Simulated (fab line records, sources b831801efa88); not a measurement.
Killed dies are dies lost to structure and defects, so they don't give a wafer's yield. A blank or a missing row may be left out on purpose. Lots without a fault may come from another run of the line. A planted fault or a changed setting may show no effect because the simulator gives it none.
fab line records | flow sky130
record lots=13 wafers=39 last_day=50
route steps=708 shown LDD_HVN@277 SD_N@358 LOCAL_INTERCONNECT@388 VIA4@641 PAD_OPEN@708
lots that met no fault: from a run of the same line without faults
start_h: hours from the record's first day to the start of the lot's first wafer shown | wait_h: hours since the lot's step before | " the same as in the row above | L1.1+2: a row that stands for several wafers | - no value, or no start given | * or withheld: withheld | < > ~ a bound
route shown NAME@n: a module of which the file shows steps, and the number in the route of the first | usual: mean/standard deviation of fault-free wafers | same: alike in all rows | chamber/n: place in a boat | sites: the reading at each site | _std_site: their standard deviation | _edge_site: outer sites' mean less inner sites' | radius_mm: how far each site lies from the wafer's centre | mask NAME#n: copy n | behind: the tool/chamber that last shaped the wafer | hold: why the lot was held/for how many hours/how that ended | device: the transistor (n, p or np) that didn't switch | end of line: the same wafers' tests at the end of the route | a step without rows: its recipe alone | killed: dies lost to structure and defects at the first sort, not the wafer's yield | map: a wafer's dies, x killed, . not, _ none there
set.NAME: the setting as run; set.NAME@STEP: as run at that earlier step | model.NAME: the simulator's own value behind a step, which no gauge read
steps of the route over a sample of lots; a table a step, a row a wafer
services: from which hour (start_h, from the record's first day; less than 0 if before it) a tool's chamber was out of use, for how many hours, and why
## steps
# step SKY_LDD_HVN_TW_MEAS_10
# usual LDD_HVN_TW=1450/7.8
# columns lot.wafer tool chamber start_h wait_h LDD_HVN_TW
L741.2 film_metro-04 - 455.20 0.1 1458
L741.4 " - " " 1453
L741.5 " - " " 1459
L742.1 film_metro-01 - 468.14 0.1 1440
L742.3 " - " " 1443
L742.6 " - " " 1445
L744.1 film_metro-04 - 475.89 0.1 1448
L744.5 " - " " 1453
L744.6 " - " " 1454
L743.1 film_metro-01 - 476.55 0.1 1443
L743.3 " - " " 1449
L743.6 " - " " 1435
L745.4 film_metro-02 - 492.13 0.1 1442
L745.5 " - " " 1438
L745.6 " - " " 1444
L747.1 film_metro-01 - 531.00 0.1 1452
L747.4 " - " " 1460
L747.5 " - " " 1453
L746.1 film_metro-04 - 532.12 0.1 1459
L746.3 " - " " 1452
L746.5 " - " " 1441
L749.2 film_metro-04 - 533.95 0.1 1461
L749.5 " - " " 1457
L749.6 " - " " 1460
L752.1 film_metro-04 - 557.55 0.1 1457
L752.2 " - " " 1445
L752.3 " - " " 1442
L753.3 film_metro-02 - 562.51 0.1 1456
L753.5 " - " " 1457
L753.6 " - " " 1447
L754.2 film_metro-02 - 574.18 0.1 1455
L754.3 " - " " 1449
L754.5 " - " " 1456
L762.1 film_metro-04 - 634.89 0.1 1456
L762.2 " - " " 1462
L762.3 " - " " 1464
L763.2 film_metro-02 - 644.15 0.1 1443
L763.3 " - " " 1446
L763.6 " - " " 1450
# step SKY_SD_N_RS_MEAS_16
# recipe thk_meas_gauge=four-point-probe
# usual SD_N_RS=68.51/0.12
# columns lot.wafer tool chamber start_h wait_h SD_N_RS[ohm/sq]
L741.2 film_metro-02 - 635.17 0.1 68.39
L741.4 " - " " 68.56
L741.5 " - " " 68.52
L742.1 film_metro-02 - 649.10 0.1 68.51
L742.3 " - " " 68.53
L742.6 " - " " 68.69
L743.1 film_metro-04 - 654.73 0.1 68.60
L743.3 " - " " 68.38
L743.6 " - " " 68.56
L744.1 film_metro-01 - 655.65 0.1 68.65
L744.5 " - " " 68.61
L744.6 " - " " 68.62
L745.4 film_metro-02 - 669.94 0.1 68.53
L745.5 " - " " 68.52
L745.6 " - " " 68.48
L747.1 film_metro-02 - 705.13 0.1 68.60
L747.4 " - " " 68.50
L747.5 " - " " 68.35
L746.1 film_metro-04 - 709.13 0.1 68.52
L746.3 " - " " 68.32
L746.5 " - " " 68.34
L749.2 film_metro-02 - 711.45 0.1 68.49
L749.5 " - " " 68.33
L749.6 " - " " 68.37
L752.1 film_metro-04 - 729.48 0.1 68.52
L752.2 " - " " 68.42
L752.3 " - " " 68.50
L753.3 film_metro-01 - 735.70 0.1 68.64
L753.5 " - " " 68.66
L753.6 " - " " 68.63
L754.2 film_metro-01 - 745.20 0.1 68.54
L754.3 " - " " 68.45
L754.5 " - " " 68.57
L762.1 film_metro-02 - 801.85 0.1 68.47
L762.2 " - " " 68.51
L762.3 " - " " 68.44
L763.2 film_metro-02 - 813.40 0.1 68.58
L763.3 " - " " 68.48
L763.6 " - " " 68.56
# step SKY_LOCAL_INTERCONNECT_RS_MEAS_01
# recipe thk_meas_gauge=four-point-probe reads=TiN_of_LOCAL_INTERCONNECT_SPUTTER_00
# usual LOCAL_INTERCONNECT_TIN_RS=14.11/0.15
# columns lot.wafer tool chamber start_h wait_h LOCAL_INTERCONNECT_TIN_RS[ohm/sq]
L741.2 film_metro-01 - 665.91 0.1 13.98
L741.4 " - " " 14.12
L741.5 " - " " 13.99
L742.1 film_metro-04 - 679.55 0.0 14.24
L742.3 " - " " 14.17
L742.6 " - " " 14.01
L743.1 film_metro-01 - 684.57 0.0 14.12
L743.3 " - " " 14.11
L743.6 " - " " 14.16
L744.1 film_metro-03 - 686.42 0.0 13.93
L744.5 " - " " 13.97
L744.6 " - " " 14.07
L745.4 film_metro-03 - 699.70 0.1 14.19
L745.5 " - " " 14.35
L745.6 " - " " 14.45
L747.1 film_metro-04 - 735.22 0.0 14.10
L747.4 " - " " 14.27
L747.5 " - " " 14.20
L746.1 film_metro-04 - 738.98 0.0 13.97
L746.3 " - " " 13.98
L746.5 " - " " 14.08
L749.2 film_metro-01 - 741.89 0.1 14.26
L749.5 " - " " 14.29
L749.6 " - " " 14.40
L752.1 film_metro-03 - 759.12 0.0 14.50
L752.2 " - " " 14.02
L752.3 " - " " 14.24
L753.3 film_metro-03 - 764.72 0.1 13.84
L753.5 " - " " 14.03
L753.6 " - " " 13.96
L754.2 film_metro-01 - 774.51 0.1 14.02
L754.3 " - " " 14.09
L754.5 " - " " 13.94
L762.1 film_metro-01 - 831.08 0.0 14.25
L762.2 " - " " 14.31
L762.3 " - " " 14.32
L763.2 film_metro-03 - 842.80 0.1 13.93
L763.3 " - " " 14.02
L763.6 " - " " 13.90
# step SKY_VIA4_CMP_02
# recipe material=SiO2 down_force_psi=4 platen_rpm=60 pad_velocity_m_s=0.94248
# usual motor_current_A=12.4/1.2
# columns lot.wafer tool chamber start_h wait_h motor_current_A
L741.4 cmp-02 3 973.06 0.0 12.4
L741.2 " 2 " " 12.3
L741.5 " 0 " " 14.2
L742.1 cmp-02 1 984.35 0.2 10.8
L742.3 " 3 " " 12.6
L742.6 " 0 " " 13.6
L743.3 cmp-01 0 989.00 0.0 11.3
L743.1 " 3 " " 13.8
L743.6 " 1 " " 12.4
L744.1 cmp-01 1 989.80 0.2 11.9
L744.6 " 2 " " 11.0
L744.5 " 3 " " 14.0
L745.4 cmp-01 0 1004.09 0.0 11.3
L745.6 " 0 " " 11.0
L745.5 " 1 " " 12.2
L747.4 cmp-02 1 1028.04 0.1 11.6
L747.1 " 2 " " 12.4
L747.5 " 0 " " 13.5
L746.1 cmp-02 2 1034.10 0.1 12.3
L746.3 " 0 " " 13.0
L746.5 " 1 " " 10.9
L749.2 cmp-01 1 1034.36 0.0 12.0
L749.6 " 1 " " 12.5
L749.5 " 2 " " 11.5
L752.3 cmp-01 2 1049.46 0.0 11.6
L752.1 " 3 " " 14.4
L752.2 " 1 " " 12.6
L753.3 cmp-02 3 1056.62 0.1 12.2
L753.6 " 3 " " 12.7
L753.5 " 0 " " 14.1
L754.2 cmp-02 2 1062.87 0.0 12.8
L754.3 " 0 " " 14.3
L754.5 " 3 " " 12.0
L762.1 cmp-01 3 1107.49 1.9 14.0
L762.2 " 1 " " 12.5
L762.3 " 2 " " 10.5
L763.3 cmp-01 2 1112.55 0.0 10.3
L763.2 " 3 " " 14.8
L763.6 " 3 " " 14.8
# step SKY_PAD_OPEN_PROBE_99
# usual defect_limited_yield=82.5/1.9 killed_at_M0_to_M3=44/6.4 killed_at_M4_up=3.4/2.1 killed_at_contacts=23/5 killed_at_front_end=15/4.5 killed_at_other=0.3/0.54 killed_dies=86/9.5 killed_on_rim=17/3.9 killed_open=48/6.9 killed_short=38/5.9 sort_bin_3_pad_short=0.8/0.44 sort_bin_5_function=10.5/1.6 sort_bin_6_memory=6.1/1.1 sort_n_pass=406/9.5 sort_yield_pct=82.5/1.9
# same gross_dies=492 killed_at_back_side=0 sort_bin_4_leakage[%]=0 sort_bin_8_speed[%]=0
# columns lot.wafer tool chamber start_h wait_h defect_limited_yield[%] killed_at_M0_to_M3 killed_at_M4_up killed_at_contacts killed_at_front_end killed_at_other killed_dies killed_on_rim killed_open killed_short sort_bin_3_pad_short[%] sort_bin_5_function[%] sort_bin_6_memory[%] sort_n_pass sort_yield_pct[%]
L742.1 prober-02 - 1078.48 0.1 83.7 39 1 17 23 0 80 26 40 40 0.6 7.5 8.1 412 83.7
L742.3 prober-02 - 1078.58 0.2 80.3 49 5 29 14 0 97 21 54 43 1.0 12.4 6.3 395 80.3
L742.6 prober-02 - 1078.73 0.2 82.3 43 9 25 9 1 87 14 45 42 1.0 11.8 4.9 405 82.3
L746.1 prober-02 - 1121.48 0.1 82.9 38 1 25 20 0 84 22 48 35 0.8 10.2 6.1 408 82.9
L746.3 prober-02 - 1121.58 0.2 83.9 38 5 17 19 0 79 12 39 39 0 11.0 5.1 413 83.9
L746.5 prober-02 - 1121.68 0.2 81.9 51 5 24 9 0 89 18 45 43 0.6 10.6 6.9 403 81.9
L749.2 prober-01 - 1122.20 0.1 81.7 48 2 22 17 1 90 11 46 44 1.4 12.2 4.7 402 81.7
L749.5 prober-01 - 1122.35 0.2 83.3 40 1 29 12 0 82 16 39 43 3.0 8.7 4.9 410 83.3
L749.6 prober-01 - 1122.40 0.2 84.6 47 3 20 6 0 76 18 40 36 0 8.9 6.5 416 84.6
L753.3 prober-01 - 1140.76 0.2 80.1 51 5 29 13 0 98 22 55 43 0.2 13.4 6.3 394 80.1
L753.5 prober-01 - 1140.86 0.2 63.2 33 107 20 21 0 181 34 47 30 2.0 20.7 14.0 311 63.2
L753.6 prober-01 - 1140.91 0.2 86.6 29 2 19 16 0 66 15 37 29 0.6 8.1 4.7 426 86.6
L754.2 prober-02 - 1147.63 0.1 83.3 47 5 23 7 0 82 15 52 30 1.2 10.2 5.3 410 83.3
L754.3 prober-02 - 1147.68 0.2 61.2 44 104 20 23 0 191 35 52 37 2.0 24.2 12.6 301 61.2
L754.5 prober-02 - 1147.78 0.2 79.9 51 6 28 14 0 99 23 59 38 1.0 13.8 5.3 393 79.9
# killed by level:class
L742.1 VIA1:geometric_particle:open=8 VIA3:geometric_particle:short=7 POLY_GATE:geometric_particle:open=6 LI_CONTACT:geometric_particle:open=6 CONTACT:geometric_particle:open=6 VIA3:geometric_particle:open=6 METAL2:geometric_particle:short=5 FIELD_ISO:geometric_particle:short=4
L742.3 CONTACT:geometric_particle:open=10 VIA1:geometric_particle:open=9 VIA2:geometric_particle:open=8 LI_CONTACT:geometric_particle:open=6 CONTACT:geometric_particle:short=6 VIA1:geometric_particle:short=6 METAL2:geometric_particle:short=6 POLY_GATE:geometric_particle:open=5
L742.6 VIA1:geometric_particle:open=13 METAL4:geometric_particle:short=9 VIA3:geometric_particle:open=8 LI_CONTACT:geometric_particle:open=6 CONTACT:geometric_particle:open=6 POLY_GATE:geometric_particle:short=5 LI_CONTACT:geometric_particle:short=5 VIA3:geometric_particle:short=5
L746.1 VIA2:geometric_particle:open=10 CONTACT:geometric_particle:open=8 VIA3:geometric_particle:short=6 POLY_GATE:geometric_particle:open=5 LI_CONTACT:geometric_particle:open=5 CONTACT:geometric_particle:short=5 VIA1:geometric_particle:open=5 VIA3:geometric_particle:open=5
L746.3 VIA1:geometric_particle:open=7 FIELD_ISO:geometric_particle:short=6 VIA1:geometric_particle:short=6 CONTACT:geometric_particle:open=6 LI_CONTACT:geometric_particle:open=5 VIA2:geometric_particle:short=5 VIA2:geometric_particle:open=5 FIELD_ISO:geometric_particle:open=4
L746.5 VIA1:geometric_particle:open=11 VIA2:geometric_particle:open=7 VIA3:geometric_particle:open=6 LOCAL_INTERCONNECT:geometric_particle:short=6 CONTACT:geometric_particle:short=6 CONTACT:geometric_particle:open=6 METAL1:geometric_particle:short=6 METAL3:geometric_particle:short=5
L749.2 VIA1:geometric_particle:open=14 METAL2:geometric_particle:short=8 VIA3:geometric_particle:open=8 CONTACT:geometric_particle:short=7 CONTACT:geometric_particle:open=7 VIA1:geometric_particle:short=6 POLY_GATE:geometric_particle:open=5 FIELD_ISO:geometric_particle:short=3
L749.5 CONTACT:geometric_particle:open=8 LI_CONTACT:geometric_particle:open=7 LOCAL_INTERCONNECT:geometric_particle:short=6 VIA1:geometric_particle:open=6 VIA1:geometric_particle:short=5 VIA2:geometric_particle:open=5 LI_CONTACT:geometric_particle:short=5 METAL2:geometric_particle:short=5
L749.6 VIA1:geometric_particle:open=12 METAL2:geometric_particle:short=7 VIA2:geometric_particle:open=7 LOCAL_INTERCONNECT:geometric_particle:short=5 METAL1:geometric_particle:short=5 LI_CONTACT:geometric_particle:open=4 CONTACT:geometric_particle:open=4 CONTACT:geometric_particle:short=4
L753.3 VIA1:geometric_particle:open=13 LI_CONTACT:geometric_particle:open=9 CONTACT:geometric_particle:open=9 VIA1:geometric_particle:short=7 VIA3:geometric_particle:open=6 VIA2:geometric_particle:open=6 FIELD_ISO:geometric_particle:short=5 CONTACT:geometric_particle:short=5
L753.5 VIA4:unspecified=104 VIA1:geometric_particle:open=10 LI_CONTACT:geometric_particle:open=7 FIELD_ISO:geometric_particle:short=6 VIA3:geometric_particle:open=6 FIELD_ISO:geometric_particle:open=5 CONTACT:geometric_particle:open=5 VIA2:geometric_particle:short=4
L753.6 LI_CONTACT:geometric_particle:open=8 POLY_GATE:geometric_particle:short=7 CONTACT:geometric_particle:open=7 VIA1:geometric_particle:open=7 METAL1:geometric_particle:short=5 FIELD_ISO:geometric_particle:open=3 LI_CONTACT:geometric_particle:short=3 METAL3:geometric_particle:short=3
L754.2 VIA1:geometric_particle:open=16 CONTACT:geometric_particle:open=8 LI_CONTACT:geometric_particle:open=6 VIA2:geometric_particle:open=6 VIA1:geometric_particle:short=5 VIA3:geometric_particle:open=5 FIELD_ISO:geometric_particle:open=4 LI_CONTACT:geometric_particle:short=3
L754.3 VIA4:unspecified=101 VIA1:geometric_particle:open=14 CONTACT:geometric_particle:open=10 FIELD_ISO:geometric_particle:short=8 CONTACT:geometric_particle:short=7 VIA1:geometric_particle:short=7 VIA3:geometric_particle:open=6 VIA2:geometric_particle:open=5
L754.5 CONTACT:geometric_particle:open=15 VIA1:geometric_particle:open=15 VIA2:geometric_particle:open=10 METAL2:geometric_particle:short=6 METAL4:geometric_particle:short=5 METAL1:geometric_particle:short=4 LI_CONTACT:geometric_particle:open=3 LOCAL_INTERCONNECT:geometric_particle:short=3
## services
# columns tool chamber start_h hours kind
cmp-02 - 953.00 2.0 repair
cmp-02 - 1084.76 4.0 pm
cmp-02 - 1085.03 0.3 repair
cmp-02 - 1088.76 - consumable_replace:conditioner
cmp-02 - 1088.76 - consumable_replace:pad
## key
first_sign step=SKY_PAD_OPEN_PROBE_99 reading=killed_at_M4_up direction=up sigmas=50 usual=3.4 struck=105.5
effect step=SKY_PAD_OPEN_PROBE_99 reading=sort_n_pass direction=down sigmas=11 usual=406 struck=306
met_at SKY_VIA4_CMP_02
struck_lots L753,L754
struck_wafers L753.5,L754.3
not_acting_at SKY_LDD_HVN_TW_MEAS_10,SKY_SD_N_RS_MEAS_16,SKY_LOCAL_INTERCONNECT_RS_MEAS_01
onset_between 1034.10 1056.62
fault kind=chamber_particle_source tool=cmp-02 chamber=0 onset_h=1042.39 steps=SKY_VIA4_CMP_02 rate_per_visit_cm2=0.49739 end_h=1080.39
